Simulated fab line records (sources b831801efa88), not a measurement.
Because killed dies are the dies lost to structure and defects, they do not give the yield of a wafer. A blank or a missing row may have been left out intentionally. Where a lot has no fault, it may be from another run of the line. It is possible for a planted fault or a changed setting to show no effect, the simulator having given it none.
fab line records + flow sky130
record
- lots=7
- wafers=21
- lastDay=49
route steps=708 shown LDD_HVP@281 LDD_LDN@289
lots that met no fault: from a run of the same line without faults
startH: the number of hours between the record's first day and the start of the first shown wafer of the lot + waitH: time in hours since the lot's previous step + " repeats the value in the row above + L1.1+2: a row that stands for several wafers + - either no value or no given start + * or withheld: withheld + < > ~ a bound
route shown NAME@n: names a module that has steps shown in the file, with the first one's number in the route + usual: average and standard deviation across the fault-free wafers + same: alike in all rows + chamber/n: place in a boat + sites: the reading at each site + _std_site: how widely they spread, as a standard deviation + _edge_site: outer sites' mean less inner sites' + radiusMm: how far each site lies from the wafer's centre + mask NAME#n: copy n + behind: the last tool/chamber to shape the wafer + hold: reason for holding the lot/hours on hold/outcome of the hold + device: the transistor (n, p or np) that didn't switch + end of line: the tests these same wafers got at the end of their route + a step with no rows: only its recipe + killed: at the first sort, the dies lost to defects and structure; wafer yield is something else + map: per-die view of a wafer (x killed, . not killed, _ where there is no die)
set.NAME: the setting the step ran with; set.NAME@STEP: the setting that earlier step ran with + model.NAME: the simulator's own value behind a step, which no gauge read
lots at selected steps of the route; one table per step, one row per wafer
services: from which hour (startH, from the record's first day; less than 0 if before it) a tool's chamber was out of use, for how many hours, and why
## steps
# step SKY_LDD_HVP_SOFTBAKE_03
# recipe
- tempC=90
- timeS=60
- resist=NOVOLAK
# step SKY_LDD_HVP_EXPOSE_04
# recipe
- maskId=HVPTM
- na=0.6
- sourceShape=conventional
- sigmaOuter=0.6
- polarization=unpolarized
- targetCdNm=700
- doseMj=86
# step SKY_LDD_HVP_PEB_05
# recipe
- tempC=withheld
- timeS=*
- resist=NOVOLAK
# step SKY_LDD_HVP_DEVELOP_06
# recipe
- resist=NOVOLAK
- developer=TMAH
- developTimeS=60
- devTempC=23
# step SKY_LDD_HVP_OVL_MEAS_07
# usual
- LDD_HVP_OVL=0.4/1.3
| lot.wafer | tool       | chamber | startH | waitH | LDD_HVP_OVL[nm] |
|-----------|------------|---------|--------|-------|-----------------|
| L403.2    | overlay-01 | -       | 501.39 | 0.1   | 3.4             |
| L403.4    | "          | -       | "      | "     | 2.3             |
| L403.6    | "          | -       | "      | "     | 2.1             |
| L404.1    | overlay-01 | -       | 517.23 | 0.1   | 1.1             |
| L404.2    | "          | -       | "      | "     | 3.7             |
| L404.3    | "          | -       | "      | "     | 3.0             |
| L409.4    | overlay-02 | -       | 553.08 | 0.1   | 1.1             |
| L409.5    | "          | -       | "      | "     | -0.2            |
| L409.6    | "          | -       | "      | "     | -0.4            |
| L407.3    | overlay-02 | -       | 553.50 | 0.1   | 1.7             |
| L407.4    | "          | -       | "      | "     | 0.2             |
| L407.6    | "          | -       | "      | "     | -0.5            |
| L408.2    | overlay-01 | -       | 553.66 | 0.1   | -0.7            |
| L408.5    | "          | -       | "      | "     | 0.3             |
| L408.6    | "          | -       | "      | "     | 1.7             |
| L414.1    | overlay-02 | -       | 602.31 | 0.1   | -0.2            |
| L414.4    | "          | -       | "      | "     | 0.8             |
| L414.5    | "          | -       | "      | "     | 0.1             |
| L418.1    | overlay-01 | -       | 629.83 | 0.1   | 0.2             |
| L418.2    | "          | -       | "      | "     | 2.5             |
| L418.4    | "          | -       | "      | "     | 1.9             |
# step SKY_LDD_HVP_IMPLANT_08
# recipe
- species=B
- energyKev=20
- doseCm2=1.7e+13
- tiltDeg=17.9
# step SKY_LDD_HVP_STRIP_09
# recipe
- chemistry=O2/N2
- powerW=1400
- pressureMtorr=1500
- platenTempC=withheld
- o2FlowSccm=3000
- n2FlowSccm=300
- overashFraction=0.5
# usual
- drypumpMotorCurrentA=5.7/0.51
- oesProductAu=0.408/0.0045
- stripTimeToEndpointS=4.134/0.013
| lot.wafer | tool           | chamber | startH | waitH | drypumpMotorCurrentA | oesProductAu | rfHoursCounterH | stripTimeToEndpointS |
|-----------|----------------|---------|--------|-------|----------------------|--------------|-----------------|----------------------|
| L403.2    | plasmaAsher-02 | 0       | 501.57 | 0.1   | 4.9                  | 0.403        | 7               | 4.137                |
| L403.4    | "              | 1       | "      | "     | 6.1                  | 0.404        | -               | 4.125                |
| L403.6    | "              | 1       | "      | "     | 6.1                  | 0.412        | -               | 4.129                |
| L404.1    | plasmaAsher-04 | 0       | 517.42 | 0.1   | 6.6                  | 0.406        | 37              | 4.142                |
| L404.2    | "              | 1       | "      | "     | 5.8                  | 0.410        | 37              | 4.142                |
| L404.3    | "              | 1       | "      | "     | 5.8                  | 0.410        | -               | 4.132                |
| L409.4    | plasmaAsher-03 | 1       | 553.28 | 0.1   | 5.3                  | 0.403        | -               | 4.144                |
| L409.5    | "              | 0       | "      | "     | 5.5                  | 0.409        | -               | 4.158                |
| L409.6    | "              | 1       | "      | "     | 5.3                  | 0.405        | -               | 4.151                |
| L407.3    | plasmaAsher-03 | 1       | 553.71 | 0.1   | 5.4                  | 0.399        | -               | 4.124                |
| L407.4    | "              | 0       | "      | "     | 5.5                  | 0.409        | -               | 4.127                |
| L407.6    | "              | 1       | "      | "     | 5.4                  | 0.401        | -               | 4.127                |
| L408.2    | plasmaAsher-02 | 0       | 553.84 | 0.1   | 5.0                  | 0.408        | 13              | 4.151                |
| L408.5    | "              | 0       | "      | "     | 5.0                  | 0.405        | -               | 4.134                |
| L408.6    | "              | 1       | "      | "     | 6.1                  | 0.393        | -               | 4.144                |
| L414.1    | plasmaAsher-03 | 1       | 602.49 | 0.1   | 5.3                  | 0.418        | 92              | 4.153                |
| L414.4    | "              | 0       | "      | "     | 5.5                  | 0.411        | -               | 4.124                |
| L414.5    | "              | 1       | "      | "     | 5.4                  | 0.409        | -               | 4.149                |
| L418.1    | plasmaAsher-02 | 1       | 630.02 | 0.1   | 6.1                  | 0.407        | 21              | 4.142                |
| L418.2    | "              | 0       | "      | "     | 5.0                  | 0.409        | 21              | 4.126                |
| L418.4    | "              | 0       | "      | "     | 5.0                  | 0.404        | -               | 4.137                |
# step SKY_LDD_HVP_TW_MEAS_10
# usual
- LDD_HVP_TW=456/3.2
| lot.wafer | tool         | chamber | startH | waitH | LDD_HVP_TW |
|-----------|--------------|---------|--------|-------|------------|
| L403.2    | filmMetro-04 | -       | 501.68 | 0.1   | 455        |
| L403.4    | "            | -       | "      | "     | 459        |
| L403.6    | "            | -       | "      | "     | 459        |
| L404.1    | filmMetro-03 | -       | 517.52 | 0.1   | 451        |
| L404.2    | "            | -       | "      | "     | 450        |
| L404.3    | "            | -       | "      | "     | 452        |
| L409.4    | filmMetro-01 | -       | 553.37 | 0.1   | 457        |
| L409.5    | "            | -       | "      | "     | 456        |
| L409.6    | "            | -       | "      | "     | 457        |
| L407.3    | filmMetro-04 | -       | 553.79 | 0.1   | 459        |
| L407.4    | "            | -       | "      | "     | 458        |
| L407.6    | "            | -       | "      | "     | 456        |
| L408.2    | filmMetro-03 | -       | 553.95 | 0.1   | 449        |
| L408.5    | "            | -       | "      | "     | 453        |
| L408.6    | "            | -       | "      | "     | 453        |
| L414.1    | filmMetro-04 | -       | 602.59 | 0.1   | 458        |
| L414.4    | "            | -       | "      | "     | 456        |
| L414.5    | "            | -       | "      | "     | 456        |
| L418.1    | filmMetro-03 | -       | 630.12 | 0.1   | 452        |
| L418.2    | "            | -       | "      | "     | 455        |
| L418.4    | "            | -       | "      | "     | 451        |
# step SKY_LDD_LDN_DEHYDRATE_00
# recipe
- tempC=200
- timeS=60
# step SKY_LDD_LDN_HMDS_01
# recipe
- primeTimeS=60
- primeTempC=120
# step SKY_LDD_LDN_COAT_02
# recipe
- resist=NOVOLAK
- spinRpm=3000
- resistThkNm=1140
# step SKY_LDD_LDN_SOFTBAKE_03
# recipe
- tempC=90
- timeS=60
- resist=NOVOLAK
# step SKY_LDD_LDN_EXPOSE_04
# recipe
- maskId=LDNTM
- na=0.6
- sourceShape=conventional
- sigmaOuter=0.6
- polarization=unpolarized
- targetCdNm=700
- doseMj=140
# usual
- exposureDoseMJCm2=139.99/0.14
- focusOffsetNm=0.0/0.49
| lot.wafer | tool            | chamber | startH | waitH | mask    | exposureDoseMJCm2 | focusOffsetNm |
|-----------|-----------------|---------|--------|-------|---------|-------------------|---------------|
| L403.2    | ilineStepper-01 | 0       | 516.91 | -     | LDNTM#0 | 139.94            | 0.3           |
| L403.4    | "               | 0       | "      | "     | LDNTM#0 | 139.83            | 0.4           |
| L403.6    | "               | 0       | "      | "     | LDNTM#0 | 139.73            | 0.1           |
| L404.1    | ilineStepper-02 | 0       | 532.45 | -     | LDNTM#0 | 140.04            | -0.1          |
| L404.2    | "               | 0       | "      | "     | LDNTM#0 | 139.98            | 0.1           |
| L404.3    | "               | 0       | "      | "     | LDNTM#0 | 140.03            | -0.6          |
| L409.4    | ilineStepper-02 | -       | 567.62 | -     | LDNTM#0 | -                 | -             |
| L409.5    | "               | -       | "      | "     | LDNTM#0 | -                 | -             |
| L409.6    | "               | -       | "      | "     | LDNTM#0 | -                 | -             |
| L407.3    | ilineStepper-02 | -       | 568.36 | -     | LDNTM#0 | -                 | -             |
| L407.4    | "               | -       | "      | "     | LDNTM#0 | -                 | -             |
| L407.6    | "               | -       | "      | "     | LDNTM#0 | -                 | -             |
| L408.2    | ilineStepper-01 | -       | 568.83 | -     | LDNTM#0 | -                 | -             |
| L408.5    | "               | -       | "      | "     | LDNTM#0 | -                 | -             |
| L408.6    | "               | -       | "      | "     | LDNTM#0 | -                 | -             |
| L414.1    | ilineStepper-02 | 0       | 617.51 | -     | LDNTM#0 | 140.08            | -0.4          |
| L414.4    | "               | 0       | "      | "     | LDNTM#0 | 140.01            | 0.3           |
| L414.5    | "               | 0       | "      | "     | LDNTM#0 | 139.90            | -0.7          |
| L418.1    | ilineStepper-02 | 0       | 645.36 | -     | LDNTM#0 | 139.87            | 0.4           |
| L418.2    | "               | 0       | "      | "     | LDNTM#0 | 140.17            | 0.4           |
| L418.4    | "               | 0       | "      | "     | LDNTM#0 | 139.96            | 0.7           |
# step SKY_LDD_LDN_PEB_05
# recipe
- tempC=withheld
- timeS=*
- resist=NOVOLAK
## services
| tool            | chamber | startH | hours | kind        |
|-----------------|---------|--------|-------|-------------|
| plasmaAsher-03  | -       | 480.41 | 1.2   | repair      |
| ilineStepper-02 | -       | 488.84 | 4.4   | pm          |
| ilineStepper-01 | -       | 498.83 | 2.3   | repair      |
| ilineStepper-02 | -       | 499.43 | 2.6   | repair      |
| ilineStepper-02 | -       | 521.34 | 4.3   | repair      |
| ilineStepper-02 | 0       | 524.17 | -     | calibration |
| plasmaAsher-04  | -       | 529.17 | 3.9   | repair      |
| ilineStepper-02 | -       | 544.51 | 9.9   | repair      |
| ilineStepper-02 | -       | 580.47 | 1.7   | pm          |
| ilineStepper-02 | -       | 589.57 | 14.3  | repair      |
| ilineStepper-01 | 0       | 598.04 | -     | calibration |
| ilineStepper-01 | -       | 604.02 | 1.7   | pm          |
## key
firstSign
- step=SKY_LDD_LDN_EXPOSE_04
- reading=toolRecord
- direction=missing
effect none on later readings
metAt SKY_LDD_LDN_EXPOSE_04
struckWafers L407.3,L407.4,L407.6,L408.2,L408.5,L408.6,L409.4,L409.5,L409.6
sortLeftOut L407.3,L407.4,L407.6,L408.2,L408.5,L408.6,L409.4,L409.5,L409.6
testerLeftOut L407,L408,L409
onsetBetween 532.45 567.62
fault
- kind=skippedStepWhole
- tool=ilineStepper-01,ilineStepper-02
- chamber=-
- onsetH=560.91
- steps=SKY_LDD_LDN_EXPOSE_04
- scope=struckLotsOnly
# testerLeftOut: of these lots the tester's yield and bins aren't shown, on N5 and GAA mostly nor the transistor test; their killed dies are dies lost to structure and defects alone, not to doping, threshold or leakage, so they don't give the yield
# sortLeftOut: the simulated sort isn't trusted on such a fault, so these wafers' sort isn't shown, and their yield isn't known
